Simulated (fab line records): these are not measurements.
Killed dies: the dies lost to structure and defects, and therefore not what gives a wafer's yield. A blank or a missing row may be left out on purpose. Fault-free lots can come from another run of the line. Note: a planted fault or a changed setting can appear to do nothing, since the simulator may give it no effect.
Comparing a struck lot with a sound one | flow gf180mcu | 15 steps out of a route of 602
Sound: these wafers, L363.1, L363.2, L363.3. The struck wafers were L379.1, L379.4, L379.6. Last of all comes the cause.
Order at every step that has rows: each side's tool, ch and its chambers, its first start. Under that, the readings that differ: sound wafers | struck wafers | difference of the means | sigmas: that difference in standard deviations of wafers without a fault.
alike: a reading whose means differ by less than 2 such deviations, as well as words and numbers matching on both sides. not compared: withheld readings; readings where some wafer has no value; bounds like >300 that might hide an equal value; numbers whose values overlap and for which the record gives no deviation.
The two part at a step that has a row with sigmas, a row that says differs or no value, or rows on one side only. When numbers do not overlap yet have no deviation, they are printed without sigmas and do not part them. A reading that every wafer of one side lacks parts them only if that side has two wafers or more.

GF_HV_LDD_STRIP_37: strips in O2/N2.
  sound on plasmaAsher-01 ch 0,1, day 12 16:02; struck on plasmaAsher-03 ch 0, day 17 14:12
reading                  | sound          | struck         | difference | sigmas
drypumpMotorCurrentA (A) | 5.74 5.72 5.75 | 6.12 6.09 6.12 | +0.37      | +3
  alike: chamberPressureMTorr, heaterPowerW, oesProductAu, platenTempC, stripTimeToEndpointS
  not compared: rfHoursCounterH
GF_HV_LDD_TW_MEAS_38:
  sound on filmMetro-01 at day 12 16:08; struck on filmMetro-01 at day 17 14:18
reading     | sound          | struck         | difference | sigmas
HV_LDD_3_TW | 1445 1444 1440 | 1416 1420 1408 | -28        | -3
then, 7 steps without rows for these wafers: GF_HV_LDD_DEHYDRATE_39 (time 60 s); GF_HV_LDD_HMDS_40 (prime time 60 s); GF_HV_LDD_COAT_41 (resist thk 1000 nm); GF_HV_LDD_SOFTBAKE_42 (time 60 s); GF_HV_LDD_EXPOSE_43 (exposes mask Pplus HV AREA, target cd 400 nm); GF_HV_LDD_PEB_44; GF_HV_LDD_DEVELOP_45 (develop time 60 s).
GF_HV_LDD_CD_MEAS_46: target cd 400 nm.
  sound on cdSem-01 at day 13 11:26; struck on cdSem-01 at day 18 13:32
  alike: cdNm
GF_HV_LDD_OVL_MEAS_47:
  sound on overlay-02 at day 13 11:34; struck on overlay-02 at day 18 13:40
  alike: HV_LDD_03_OVL
next, for these wafers, 1 step has no rows: GF_HV_LDD_IMPLANT_48.
GF_HV_LDD_STRIP_49: strips in O2/N2.
  sound on plasmaAsher-03 ch 0,1, day 13 11:44; struck on plasmaAsher-02 ch 0,1, day 18 13:51
  no value came back on the struck wafers for any of 6 readings (chamberPressureMTorr (mTorr), drypumpMotorCurrentA (A) and others); on the sound wafers chamberPressureMTorr (mTorr) reads 1501.2 1499.4 1500.1
reading                                    | sound | struck            | difference | sigmas
model.NOVOLAK_of_HV_LDD_COAT_41.thkNm (nm) | 0 0 0 | 998.2 996.1 996.1 | +996.8     | 
  not compared: rfHoursCounterH
GF_HV_LDD_TW_MEAS_50:
  sound on filmMetro-03 at day 13 11:50; struck on filmMetro-01 at day 18 13:57
reading     | sound             | struck            | difference | sigmas
HV_LDD_4_TW | 565.2 565.3 565.2 | 559.2 559.7 559.1 | -5.9       | -2
-- a jump in the record: the struck wafers' starts before and after are 15 days apart (it breaks off in module HV_LDD and resumes in module PASSIVATION, where the first step shown is number 602 of the route) --
GF_PASSIVATION_PROBE_99:
  only the struck wafers here have rows in the record (prober-01, day 33 19:18); the sound ones have none

WHERE THEY PART
First at GF_HV_LDD_STRIP_37; last, within this record, at GF_PASSIVATION_PROBE_99.

WHY: the cause the simulator had injected
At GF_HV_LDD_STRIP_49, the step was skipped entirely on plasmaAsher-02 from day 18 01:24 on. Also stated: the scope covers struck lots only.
